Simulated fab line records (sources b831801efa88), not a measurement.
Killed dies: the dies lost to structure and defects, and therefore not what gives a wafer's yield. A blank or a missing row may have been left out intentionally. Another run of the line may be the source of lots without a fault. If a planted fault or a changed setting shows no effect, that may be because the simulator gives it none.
Matching of chambers	flow sky130	cmp-02 running SKY_LI_CONTACT_CMP_24: 4 sister chambers
The step polishes, stops on PSG, t overpolish 20 s, target thk 0 nm. 14 wafers are shown with their chamber, then 7 later ones without.

## WAFERS PAIRED WITH THEIR CHAMBERS
wafer	chamber	motor_current_A (A)	time_to_endpoint_s (s)	overpolish_run_s (s)
L350.2	0	11.7	103	20.004
L350.3	1	10.9	102	19.984
L350.6	3	13.1	106	20.005
L351.3	0	11.3	102	19.988
L351.5	1	11.1	103	20.006
L351.6	2	12.5	102	19.998
L354.2	2	12.6	106	20.000
L354.4	0	11.5	101	19.994
L354.6	0	11.0	104	20.002
L362.2	1	11.3	97	20.013
L362.3	2	12.5	101	19.984
L362.5	1	10.8	98	19.998
L363.3	1	11.0	99	19.992
L363.5	1	10.9	100	20.005

SIGNATURES, as means of the wafers listed above
reading	chamber 0	chamber 1	chamber 2	chamber 3	scatter within a chamber
motor_current_A	11.375	11.000	12.533	13.100	0.208
time_to_endpoint_s	102.50	99.83	103.00	106.00	2.14
overpolish_run_s	19.99700	19.99967	19.99400	20.00500	0.00932
Rule: for a wafer and a chamber, the distance is found by dividing, reading by reading, the gap between the wafer's reading and the chamber's mean by the reading's scatter, squaring, summing and taking the root. If the next closest chamber is less than 2 further off than the closest, the wafer can't be placed; otherwise it belongs to the closest. The scatter: the root of (the sum of the squares of (reading less its chamber's mean) over the shown wafers, divided by (wafers less chambers)).

## WAFERS MISSING THEIR CHAMBER
wafer	motor_current_A (A)	time_to_endpoint_s (s)	overpolish_run_s (s)
L363.6	11.9	97	20.016
L365.2	12.4	100	20.018
L365.3	12.3	100	19.991
L365.5	11.2	100	20.013
L370.3	10.5	94	20.010
L370.4	12.2	96	19.991
L370.5	11.8	99	20.001

## WHICH CHAMBER EACH ONE RAN IN
wafer	from the rows above	in truth
L363.6	can't be placed: 0 or 2 or 1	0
L365.2	can't be placed: 2 or 3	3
L365.3	2	2
L365.5	can't be placed: 1 or 0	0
L370.3	1	1
L370.4	can't be placed: 2 or 0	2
L370.5	can't be placed: 0 or 1 or 2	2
2 of 7 placed correctly. These rows do not allow placing 5 (true chamber among the candidates in 5). Placed wrongly: 0.
